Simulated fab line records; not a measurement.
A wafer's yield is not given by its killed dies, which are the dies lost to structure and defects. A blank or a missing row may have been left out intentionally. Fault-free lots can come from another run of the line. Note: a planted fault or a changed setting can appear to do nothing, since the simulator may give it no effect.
What tool caused it? | flow sky130 | Sampling: 11 lots, 33 wafers, 4 of 708 route steps

WHAT EACH GAUGE READ, for each wafer
SKY_VIA1_CD_MEAS_12: the cd target is 150 nm. Usual: 150.3 nm for cd-nm, sd 1.9.
lot  | measured     | on        | cd-nm (nm)        | flag
L264 | day 35 05:44 | cd-sem-01 | 149.1 148.7 149.4 |
L265 | day 35 16:51 | cd-sem-01 | 149.6 150.8 149.4 |
L266 | day 36 03:04 | cd-sem-01 | 149.4 150.4 150.4 |
L267 | day 36 10:59 | cd-sem-02 | 145.4 144.5 146.5 |
L269 | day 36 20:10 | cd-sem-02 | 152.9 152.6 150.7 |
L276 | day 38 22:28 | cd-sem-01 | 150.9 150.5 150.6 |
L278 | day 39 14:32 | cd-sem-02 | 151.2 154.0 153.5 |
L280 | day 40 04:48 | cd-sem-02 | 150.2 148.8 150.2 |
L281 | day 40 19:47 | cd-sem-01 | 149.4 150.3 149.1 |
L282 | day 40 23:17 | cd-sem-02 | 148.3 150.4 149.8 |
L283 | day 41 05:12 | cd-sem-02 | 149.0 151.1 148.7 |

EACH LOT AND THE TOOL THAT RAN IT (in order: tool; ch and the chambers of the sampled wafers; start)
lot  | SKY_LDD_N_STRIP_16                   | SKY_CONTACT_COAT_09               | SKY_CONTACT_STRIP_19
L264 | plasma-asher-03 ch 0,1, day 19 04:39 | litho-track-02 ch 0, day 32 07:00 | plasma-asher-02 ch 0,1, day 32 21:51
L265 | plasma-asher-01 ch 0,1, day 19 19:59 | litho-track-02 ch 0, day 32 19:00 | plasma-asher-02 ch 0,1, day 33 09:32
L266 | plasma-asher-03 ch 0,1, day 20 05:20 | litho-track-01 ch 0, day 33 05:00 | plasma-asher-02 ch 0,1, day 33 19:18
L267 | plasma-asher-04 ch 0,1, day 20 14:19 | litho-track-01 ch 0, day 33 13:00 | plasma-asher-02 ch 0,1, day 34 02:40
L269 | plasma-asher-04 ch 0,1, day 21 04:26 | litho-track-02 ch 0, day 33 23:00 | plasma-asher-03 ch 0,1, day 34 12:34
L276 | plasma-asher-01 ch 0,1, day 23 11:54 | litho-track-01 ch 0, day 36 02:00 | plasma-asher-04 ch 0, day 36 15:19
L278 | plasma-asher-03 ch 0,1, day 24 09:46 | litho-track-01 ch 0, day 36 19:00 | plasma-asher-03 ch 0,1, day 37 09:17
L280 | plasma-asher-03 ch 0,1, day 25 02:21 | litho-track-02 ch 0, day 37 09:00 | plasma-asher-02 ch 0,1, day 37 22:28
L281 | plasma-asher-04 ch 0,1, day 25 20:43 | litho-track-02 ch 0, day 38 02:00 | plasma-asher-02 ch 0,1, day 38 15:37
L282 | plasma-asher-04 ch 0,1, day 25 22:45 | litho-track-02 ch 0, day 38 06:00 | plasma-asher-04 ch 0,1, day 38 19:14
L283 | plasma-asher-01 ch 0,1, day 26 07:55 | litho-track-04 ch 0, day 38 11:00 | plasma-asher-03 ch 0,1, day 39 00:15
- SKY_LDD_N_STRIP_16: strips in O2/N2.
- SKY_CONTACT_COAT_09: resist thk 450 nm.
- SKY_CONTACT_STRIP_19: strips in O2/N2.

WHAT THE TOOLS THEMSELVES READ (means of the sampled wafers that have a number; where no wafer has one, the mark that the record gives instead)
SKY_LDD_N_STRIP_16. Usual: chamber-pressure-mTorr 1500.0 mTorr, standard deviation 1.4; drypump-motor-current-A 5.5 A, standard deviation 0.42; oes-product-au 0.406 a.u., standard deviation 0.0049; strip-time-to-endpoint-s 4.311 s, standard deviation 0.014.
lot  | tool            | chamber-pressure-mTorr (mTorr) | drypump-motor-current-A (A) | oes-product-au (a.u.) | strip-time-to-endpoint-s (s) | flag
L264 | plasma-asher-03 | 1499.7                         | 5.9                         | 0.404                 | 4.319                        |
L265 | plasma-asher-01 | 1499.3                         | 5.7                         | 0.408                 | 4.312                        |
L266 | plasma-asher-03 | 1500.8                         | 5.6                         | 0.405                 | 4.321                        |
L267 | plasma-asher-04 | 1500.1                         | 5.2                         | 0.411                 | 4.319                        |
L269 | plasma-asher-04 | 1499.6                         | 5.4                         | 0.409                 | 4.293                        |
L276 | plasma-asher-01 | 1499.0                         | 5.8                         | 0.403                 | 4.309                        |
L278 | plasma-asher-03 | 1499.1                         | 5.9                         | 0.404                 | 4.316                        |
L280 | plasma-asher-03 | 1500.4                         | 5.6                         | 0.408                 | 4.309                        |
L281 | plasma-asher-04 | 1500.4                         | 5.4                         | 0.411                 | 4.297                        |
L282 | plasma-asher-04 | 1498.3                         | 5.4                         | 0.410                 | 4.315                        |
L283 | plasma-asher-01 | 1500.3                         | 5.5                         | 0.411                 | 4.317                        |

SKY_CONTACT_COAT_09. Usual: 44.8 Pa for exhaust-pa, sd 0.78.
lot  | tool           | exhaust-pa (Pa) | flag
L264 | litho-track-02 | 45.0            |
L265 | litho-track-02 | 44.7            |
L266 | litho-track-01 | 45.1            |
L267 | litho-track-01 | 44.5            |
L269 | litho-track-02 | 45.6            |
L276 | litho-track-01 | 44.9            |
L278 | litho-track-01 | 45.2            |
L280 | litho-track-02 | 45.8            |
L281 | litho-track-02 | 45.1            |
L282 | litho-track-02 | 44.7            |
L283 | litho-track-04 | 45.2            |

SKY_CONTACT_STRIP_19. Usual: chamber-pressure-mTorr 1499.8 mTorr, standard deviation 1.2; drypump-motor-current-A 5.5 A, standard deviation 0.52; oes-product-au 0.381 a.u., standard deviation 0.0048; strip-time-to-endpoint-s 3.617 s, standard deviation 0.029.
lot  | tool            | chamber-pressure-mTorr (mTorr) | drypump-motor-current-A (A) | oes-product-au (a.u.) | strip-time-to-endpoint-s (s) | flag
L264 | plasma-asher-02 | 1499.9                         | 5.2                         | 0.378                 | 3.578                        |
L265 | plasma-asher-02 | 1500.0                         | 5.2                         | 0.386                 | 3.573                        |
L266 | plasma-asher-02 | 1499.9                         | 5.2                         | 0.385                 | 3.667                        |
L267 | plasma-asher-02 | 1500.5                         | 5.2                         | 0.385                 | 3.641                        |
L269 | plasma-asher-03 | 1500.3                         | 5.6                         | 0.385                 | 3.625                        |
L276 | plasma-asher-04 | 1499.3                         | 5.6                         | 0.368                 | 3.275                        | OFF
L278 | plasma-asher-03 | 1500.7                         | 5.6                         | 0.370                 | 3.414                        | OFF
L280 | plasma-asher-02 | 1499.0                         | 5.2                         | 0.374                 | 3.619                        |
L281 | plasma-asher-02 | 1499.9                         | 5.2                         | 0.380                 | 3.624                        |
L282 | plasma-asher-04 | 1500.2                         | 5.4                         | 0.381                 | 3.597                        |
L283 | plasma-asher-03 | 1500.3                         | 5.6                         | 0.383                 | 3.610                        |

THE ANSWER, worked out from the rows above alone
Rule: a lot counts as off when the mean over its wafers that have a number is more than 3 standard deviations away from the usual mean. A lot without any number at a reading at which 4 lots or more have one is off too. Any other lot the step has rows for is counted as sound. The gauges are gone through in route order, then the tools' own readings, and for those a lot's mean is taken as printed above. The first step at which some lot is off is used, and at that step the reading that is off furthest; a lot without a number counts as furthest.
Off, at SKY_CONTACT_STRIP_19 on strip-time-to-endpoint-s: L276, L278.
If a tool, at that step or one of the process steps before it, ran each lot that is off and ran no sound lot following the first of them, it fits. One fits: litho-track-01 at SKY_CONTACT_COAT_09. Its last sound lot is L267 (day 33 13:00), its first lot that is off L276 (day 36 02:00): a fault that began between those two fits.

WHAT THE SIMULATOR HAD INSERTED
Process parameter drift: litho-track-01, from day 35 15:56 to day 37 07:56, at SKY_CONTACT_COAT_09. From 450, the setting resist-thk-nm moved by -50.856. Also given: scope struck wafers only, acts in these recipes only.
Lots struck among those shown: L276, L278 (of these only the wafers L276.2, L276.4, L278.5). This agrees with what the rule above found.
